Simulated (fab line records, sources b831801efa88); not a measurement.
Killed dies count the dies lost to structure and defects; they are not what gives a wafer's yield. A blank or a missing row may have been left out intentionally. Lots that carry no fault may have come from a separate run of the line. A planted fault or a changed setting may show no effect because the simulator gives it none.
Struck lot and sound lot, side by side | flow sky130 | 16 out of 708 route steps
Sound: the wafers L676.2, L676.5, L676.6. Struck: wafer L686.2. (L686.1, L686.4 of the same lot were not struck and are left out.) The cause comes at the end.
At each step with rows: each side's tool, then ch and its chambers, then its first start. Under that, the readings that differ: sound wafers | struck wafers | difference of the means | sigmas: that difference in standard deviations of wafers without a fault.
alike: readings whose means differ by less than 2 such deviations, and words and numbers that are the same on both sides. not compared: withheld readings, readings that some wafer has no value for, bounds like >300 that may hide the same value, and numbers for which the record gives no deviation and whose values overlap.
Wherever a step has rows on one side only, a row that says differs or no value, or a row with sigmas, the two part there. Numbers that don't overlap but have no deviation are shown without sigmas and don't part them. A reading that every wafer of one side lacks parts them only if that side has two wafers or more.

SKY_METAL2_THK_MEAS_06: measures by xrf.
  struck on filmMetro-03, day 39 05:31; sound on filmMetro-03, day 36 16:44
reading              | sound       | struck | difference | sigmas
METAL2_ALCU_THK (nm) | 246 251 245 | 255    | +8         | +2
then, 8 steps without rows for these wafers: SKY_METAL2_DEHYDRATE_07 (time 60 s); SKY_METAL2_HMDS_08 (prime time 60 s); SKY_METAL2_COAT_09 (resist thk 60 nm); SKY_METAL2_COAT_10 (resist thk 450 nm); SKY_METAL2_SOFTBAKE_11 (time 90 s); SKY_METAL2_EXPOSE_12 (exposes mask MM2, target cd 140 nm); SKY_METAL2_PEB_13; SKY_METAL2_DEVELOP_14 (develop time 60 s).
SKY_METAL2_CD_MEAS_15 targets a cd of 140 nm.
  struck on cdSem-02, day 40 06:32; sound on cdSem-02, day 37 16:57
  alike: cdNm
SKY_METAL2_OVL_MEAS_16:
  struck on overlay-02, day 40 06:40; sound on overlay-02, day 37 17:03
  alike: METAL2_OVL
SKY_METAL2_DESCUM_17: chemistry O2, time 8 s.
  sound on rieMetal-01 ch 0,1, day 37 17:05; struck on rieMetal-02 ch 1, day 40 06:41
  alike: drypumpMotorCurrentA, oesProductAu
  not compared: rfHoursCounterH
SKY_METAL2_ETCH_18: etches BARC in N2/H2, stops on SiO2, time 45.9 s, target depth 60 nm.
  sound on rieMetal-01 ch 0,1, day 37 17:07; struck on rieMetal-02 ch 1, day 40 06:43
reading                                      | sound             | struck | difference | sigmas
model.KrF-thick_of_METAL2_COAT_10.thkNm (nm) | 393.8 394.2 392.5 | 404.9  | +11.4      | 
  alike: drypumpMotorCurrentA, h2FlowSccm, oesProductAu, throttleValvePct
  not compared: rfHoursCounterH
SKY_METAL2_METAL_ETCH_19: etches the open film in Cl2/BCl3, stops on SiO2, target depth 360 nm, time 78 s.
  sound on rieMetal-01 ch 0,1, day 37 17:11; struck on rieMetal-02 ch 1, day 40 06:47
reading                                      | sound             | struck | difference | sigmas
model.KrF-thick_of_METAL2_COAT_10.thkNm (nm) | 153.5 154.6 151.7 | 164.7  | +11.4      | 
  alike: drypumpMotorCurrentA, oesProductAu, throttleValvePct
  not compared: rfHoursCounterH
SKY_METAL2_STRIP_20: strips in O2/N2.
  sound on plasmaAsher-04 ch 0,1, day 37 17:16; struck on plasmaAsher-01 ch 0, day 40 06:53
reading                  | sound             | struck | difference | sigmas
oesProductAu (a.u.)      | 0.348 0.336 0.340 | 0.354  | +0.013     | +3
stripTimeToEndpointS (s) | 2.64 2.65 2.60    | 2.77   | +0.14      | +2
  alike: drypumpMotorCurrentA, o2FlowSccm
  not compared: rfHoursCounterH
-- the record jumps here: 10 days lie between the struck wafers' starts before and after (it left off in module METAL2 and takes up again in module PAD_OPEN, whose first step shown is number 708 of the route) --
SKY_PAD_OPEN_PROBE_99:
  struck on prober-01, day 49 23:10; sound on prober-01, day 47 18:59
reading                           | sound                | struck | difference | sigmas
killed_at_M4_up                   | 8 2 7                | 1      | -5         | -2
model.etest.met2Comb.leakLog10AUm | -11.96 -11.94 -12.11 | -11.85 | +0.15      | 
  alike: defectLimitedYield, killed_at_M0_to_M3, killedAtContacts, killedAtFrontEnd, killedAtOther, killedDies, killedOpen, killedShort, sort_bin_3_pad_short, sort_bin_5_function, sort_bin_6_memory, sortNPass, sortYieldPct

WHERE THEY PART
Last at SKY_PAD_OPEN_PROBE_99 as far as this record goes, first at SKY_METAL2_THK_MEAS_06.

WHY: the cause the simulator had injected
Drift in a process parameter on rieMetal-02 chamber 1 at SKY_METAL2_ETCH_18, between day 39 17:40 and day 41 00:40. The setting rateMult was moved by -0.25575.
